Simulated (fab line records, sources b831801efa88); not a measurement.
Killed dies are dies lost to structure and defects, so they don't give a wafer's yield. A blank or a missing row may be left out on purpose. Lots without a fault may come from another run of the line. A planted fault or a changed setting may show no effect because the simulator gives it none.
Which tool did it? | flow sky130 | 12 lots, 36 wafers sampled, at 5 steps of a route of 708

WHAT THE GAUGES READ, wafer by wafer
SKY_LDD_P_TW_MEAS_11. Usual: LDD_P_TW 634, standard deviation 3.9.
lot  | measured     | on            | LDD_P_TW    | flag
L708 | day 18 17:44 | film_metro-03 | 634 638 639 |
L712 | day 20 10:39 | film_metro-03 | 637 632 638 |
L713 | day 20 23:28 | film_metro-02 | 638 638 638 |
L715 | day 21 12:49 | film_metro-03 | 636 633 630 |
L720 | day 23 14:40 | film_metro-03 | 629 628 628 |
L721 | day 23 23:13 | film_metro-03 | 581 584 583 | OFF
L722 | day 24 05:20 | film_metro-04 | 586 590 586 | OFF
L723 | day 24 11:24 | film_metro-02 | 644 644 641 |
L724 | day 24 22:28 | film_metro-04 | 636 631 631 |
L727 | day 25 19:00 | film_metro-03 | 627 628 627 |
L728 | day 26 08:04 | film_metro-02 | 638 641 637 |
L729 | day 26 10:43 | film_metro-02 | 637 636 637 |

SKY_LOCAL_INTERCONNECT_OVL_MEAS_12. Usual: LOCAL_INTERCONNECT_OVL -3 nm, standard deviation 5.6.
lot  | measured     | on         | LOCAL_INTERCONNECT_OVL (nm) | flag
L708 | day 30 02:55 | overlay-02 | -6 1 -6                     |
L712 | day 31 19:49 | overlay-02 | 5 -1 0                      |
L713 | day 32 02:11 | overlay-02 | -8 -14 -11                  |
L715 | day 32 13:47 | overlay-02 | -4 -13 -5                   |
L720 | day 34 10:40 | overlay-02 | 1 -1 3                      |
L721 | day 34 16:38 | overlay-01 | 6 -1 1                      |
L722 | day 34 23:05 | overlay-02 | -2 -1 -3                    |
L723 | day 35 04:40 | overlay-01 | -5 -11 0                    |
L724 | day 35 18:22 | overlay-02 | -4 1 -5                     |
L727 | day 36 09:07 | overlay-01 | -9 -5 -9                    |
L728 | day 36 21:17 | overlay-02 | -14 -13 -10                 |
L729 | day 36 23:35 | overlay-02 | -3 -1 -4                    |

WHICH TOOL RAN EACH LOT (tool, then ch and the chambers of the sampled wafers, then the start)
lot  | SKY_POLY_GATE_STRIP_18               | SKY_LDD_P_IMPLANT_09            | SKY_LI_CONTACT_CVD_21
L708 | plasma_asher-02 ch 0,1, day 16 03:30 | implanter-01 ch 0, day 18 17:31 | cvd_w-02 ch 0, day 28 22:08
L712 | plasma_asher-02 ch 0,1, day 17 18:24 | implanter-01 ch 0, day 20 10:24 | cvd_w-01 ch 0,1, day 30 15:44
L713 | plasma_asher-01 ch 0,1, day 18 06:22 | implanter-02 ch 0, day 20 23:16 | cvd_w-02 ch 0,1, day 30 21:18
L715 | plasma_asher-03 ch 0,1, day 18 18:06 | implanter-04 ch 0, day 21 12:36 | cvd_w-02 ch 1, day 31 09:38
L720 | plasma_asher-03 ch 0,1, day 20 23:50 | implanter-02 ch 0, day 23 14:27 | cvd_w-01 ch 0,1, day 33 07:23
L721 | plasma_asher-02 ch 0,1, day 21 08:22 | implanter-01 ch 0, day 23 23:00 | cvd_w-01 ch 0,1, day 33 14:00
L722 | plasma_asher-03 ch 0,1, day 21 13:22 | implanter-01 ch 0, day 24 05:05 | cvd_w-01 ch 0,1, day 33 19:25
L723 | plasma_asher-03 ch 0,1, day 21 19:46 | implanter-02 ch 0, day 24 11:09 | cvd_w-02 ch 0,1, day 34 01:46
L724 | plasma_asher-03 ch 0,1, day 22 07:59 | implanter-02 ch 0, day 24 22:13 | cvd_w-02 ch 1, day 34 14:32
L727 | plasma_asher-03 ch 0,1, day 23 04:28 | implanter-04 ch 0, day 25 18:45 | cvd_w-02 ch 0,1, day 35 06:44
L728 | plasma_asher-03 ch 0,1, day 23 17:26 | implanter-02 ch 0, day 26 07:52 | cvd_w-02 ch 0,1, day 35 18:12
L729 | plasma_asher-02 ch 0,1, day 23 22:23 | implanter-02 ch 0, day 26 10:30 | cvd_w-02 ch 0,1, day 35 20:10
- SKY_POLY_GATE_STRIP_18: strips in O2/N2.
- SKY_LDD_P_IMPLANT_09
- SKY_LI_CONTACT_CVD_21: deposits W, target thk 400 nm, time 120.56 s.

WHAT THE TOOLS THEMSELVES READ (means of the sampled wafers that have a number; where no wafer has one, the mark that the record gives instead)
SKY_POLY_GATE_STRIP_18. Usual: drypump_motor_current_A 5.5 A, standard deviation 0.31; oes_product_au 0.362 a.u., standard deviation 0.0045; strip_time_to_endpoint_s 3.17 s, standard deviation 0.031.
lot  | tool            | drypump_motor_current_A (A) | oes_product_au (a.u.) | strip_time_to_endpoint_s (s) | flag
L708 | plasma_asher-02 | 5.9                         | 0.357                 | 3.16                         |
L712 | plasma_asher-02 | 5.5                         | 0.360                 | 3.18                         |
L713 | plasma_asher-01 | 5.4                         | 0.363                 | 3.18                         |
L715 | plasma_asher-03 | 5.6                         | 0.363                 | 3.14                         |
L720 | plasma_asher-03 | 5.4                         | 0.360                 | 3.12                         |
L721 | plasma_asher-02 | 5.6                         | 0.366                 | 3.20                         |
L722 | plasma_asher-03 | 5.6                         | 0.360                 | 3.18                         |
L723 | plasma_asher-03 | 5.6                         | 0.361                 | 3.16                         |
L724 | plasma_asher-03 | 5.6                         | 0.361                 | 3.19                         |
L727 | plasma_asher-03 | 5.6                         | 0.363                 | 3.17                         |
L728 | plasma_asher-03 | 5.5                         | 0.361                 | 3.18                         |
L729 | plasma_asher-02 | 5.5                         | 0.361                 | 3.20                         |

SKY_LDD_P_IMPLANT_09. Usual: beam_energy_keV 24.997, standard deviation 0.0081; dose_ions_cm2 1e+13, standard deviation 1e+10; faraday_current_uA 56.5, standard deviation 1.
lot  | tool         | beam_energy_keV | dose_ions_cm2 | faraday_current_uA | flag
L708 | implanter-01 | 25.002          | 1e+13         | 56.3               |
L712 | implanter-01 | 25.001          | 1e+13         | 56.8               |
L713 | implanter-02 | 25.003          | 1e+13         | 56.9               |
L715 | implanter-04 | 24.996          | 1e+13         | 56.9               |
L720 | implanter-02 | 24.988          | 1e+13         | 56.4               |
L721 | implanter-01 | 24.993          | 8e+12         | 44.6               | OFF
L722 | implanter-01 | 24.991          | 8e+12         | 44.4               | OFF
L723 | implanter-02 | 25.011          | 1e+13         | 56.7               |
L724 | implanter-02 | 25.000          | 1e+13         | 56.6               |
L727 | implanter-04 | 24.988          | 1e+13         | 56.0               |
L728 | implanter-02 | 24.997          | 1e+13         | 56.5               |
L729 | implanter-02 | 24.991          | 1e+13         | 56.6               |

SKY_LI_CONTACT_CVD_21. Usual: heater_power_w 908 W, standard deviation 55.
lot  | tool     | heater_power_w (W) | flag
L708 | cvd_w-02 | 943                |
L712 | cvd_w-01 | 963                |
L713 | cvd_w-02 | 911                |
L715 | cvd_w-02 | 871                |
L720 | cvd_w-01 | 963                |
L721 | cvd_w-01 | 906                |
L722 | cvd_w-01 | 898                |
L723 | cvd_w-02 | 891                |
L724 | cvd_w-02 | 866                |
L727 | cvd_w-02 | 896                |
L728 | cvd_w-02 | 888                |
L729 | cvd_w-02 | 918                |

THE ANSWER, worked out from the rows above alone
Rule: a lot is off if the mean of its wafers that have a number lies more than 3 standard deviations from the usual mean. A lot without any number at a reading at which 4 lots or more have one is off too. The other lots that the step has rows for count as sound. The gauges are gone through in route order, then the tools' own readings, and for those a lot's mean is taken as printed above. The first step at which some lot is off is used, and at that step the reading that is off furthest; a lot without a number counts as furthest.
Off: L721, L722, at SKY_LDD_P_TW_MEAS_11 (LDD_P_TW).
A tool fits if, at a process step before that reading, it ran every lot that is off, and no sound lot after the first of them. The gauges at SKY_LDD_P_TW_MEAS_11 aren't tried: what is off there is off at SKY_LDD_P_IMPLANT_09 too, on other tools, and a gauge's error can't cause that. One fits: implanter-01 at SKY_LDD_P_IMPLANT_09. Its last sound lot is L712 (day 20 10:24), its first lot that is off L721 (day 23 23:00): a fault that began between those two fits.
The tool's own readings at SKY_LDD_P_IMPLANT_09 bear it out: on the lots that are off they differ by more than 5 times the standard deviation of the sound lots' means. dose_ions_cm2 reads 8e+12 there against 1e+13 on the sound lots; faraday_current_uA reads 44.5 there against 56.6 on the sound lots.

WHAT THE SIMULATOR HAD PUT IN
Process parameter drift: implanter-01, from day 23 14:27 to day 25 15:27, at SKY_LDD_P_IMPLANT_09. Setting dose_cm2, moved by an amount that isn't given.
Lots struck among those shown: L721, L722. The rule above found the same.
